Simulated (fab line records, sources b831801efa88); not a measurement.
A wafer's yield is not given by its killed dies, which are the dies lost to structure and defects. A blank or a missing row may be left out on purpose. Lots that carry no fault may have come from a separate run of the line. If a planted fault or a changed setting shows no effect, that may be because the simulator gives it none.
What tool caused it? -- flow sky130 -- 12 lots with 36 wafers sampled at 2 steps, on a route of 708 steps

## WHAT THE GAUGES READ, wafer by wafer
SKY_POLY_CUT_OVL_MEAS_09. Usual: POLY_CUT_OVL -2 nm, standard deviation 4.9.
lot,measured,on,POLY_CUT_OVL (nm),flag
L625,day 25 00:54,overlay-02,-2 -2 -3,
L628,day 26 11:17,overlay-02,-1 -9 -5,
L630,day 26 17:37,overlay-02,2 0 0,
L632,day 27 07:34,overlay-02,-9 -9 -8,
L634,day 28 10:13,overlay-02,-2 -3 -2,
L635,day 28 11:31,overlay-01,4 4 4,
L636,day 28 20:03,overlay-02,-2 -3 -6,
L637,day 29 05:23,overlay-02,-4 -14 -9,
L638,day 29 15:02,overlay-01,-4 0 -1,
L645,day 31 21:49,overlay-02,-5 -9 -8,
L647,day 32 06:28,overlay-01,-3 -3 -4,
L648,day 32 08:01,overlay-02,-1 1 -3,

## EACH LOT AND THE TOOL THAT RAN IT (in order: tool; ch and the chambers of the sampled wafers; start)
lot,SKY_SPACER_ETCHBACK_02
L625,"rie_diel-03 ch 1,2,3, day 23 17:53"
L628,"rie_diel-03 ch 0,2,3, day 25 05:11"
L630,"rie_diel-02 ch 0,1,2, day 25 12:19"
L632,"rie_diel-02 ch 0,2,3, day 26 01:01"
L634,"rie_diel-03 ch 0,1,2, day 27 05:18"
L635,"rie_diel-02 ch 1,2,3, day 27 06:31"
L636,"rie_diel-02 ch 1,2, day 27 14:54"
L637,"rie_diel-03 ch 0,2,3, day 28 00:12"
L638,"rie_diel-03 ch 0,1,3, day 28 10:20"
L645,"rie_diel-02 ch 0,1,2, day 30 17:51"
L647,"rie_diel-04 ch 1,2,3, day 31 02:35"
L648,"rie_diel-04 ch 0,1,3, day 31 04:41"
- SKY_SPACER_ETCHBACK_02: etches Si3N4 in CH3F/O2, stops on SiO2, time 46.7 s, target depth 45 nm.

## WHAT THE TOOLS THEMSELVES READ (means of the sampled wafers that have a number; where no wafer has one, the mark that the record gives instead)
SKY_SPACER_ETCHBACK_02. Usual: drypump_motor_current_A 5.6 A, standard deviation 0.42; oes_product_au 0.856 a.u., standard deviation 0.0068; throttle_valve_pct 10.562 %, standard deviation 0.009.
lot,tool,drypump_motor_current_A (A),oes_product_au (a.u.),throttle_valve_pct (%),flag
L625,rie_diel-03,5.9,0.854,10.561,
L628,rie_diel-03,5.8,0.853,10.558,
L630,rie_diel-02,5.4,0.864,10.560,
L632,rie_diel-02,5.5,0.859,10.553,
L634,rie_diel-03,6.0,0.857,10.564,
L635,rie_diel-02,5.4,0.862,10.561,
L636,rie_diel-02,5.6,0.855,10.569,
L637,rie_diel-03,5.8,0.859,10.564,
L638,rie_diel-03,6.0,0.852,10.561,
L645,rie_diel-02,5.4,0.856,10.560,
L647,rie_diel-04,5.4,0.848,10.551,
L648,rie_diel-04,5.6,0.856,10.560,

## THE ANSWER, worked out from the rows above alone
Rule: lot off if the mean of its wafers having a number is beyond 3 standard deviations from the usual mean. Also off: a lot with no number at a reading for which 4 or more lots have one. The other lots that the step has rows for count as sound. First the gauges in route order, then the tools' own readings, where a lot's mean is used as printed above. The first step at which some lot is off is used, and at that step the reading that is off furthest; a lot without a number counts as furthest.
Nothing can be told from this: no lot is off at any reading shown.

## WHAT HAD BEEN PUT IN BY THE SIMULATOR
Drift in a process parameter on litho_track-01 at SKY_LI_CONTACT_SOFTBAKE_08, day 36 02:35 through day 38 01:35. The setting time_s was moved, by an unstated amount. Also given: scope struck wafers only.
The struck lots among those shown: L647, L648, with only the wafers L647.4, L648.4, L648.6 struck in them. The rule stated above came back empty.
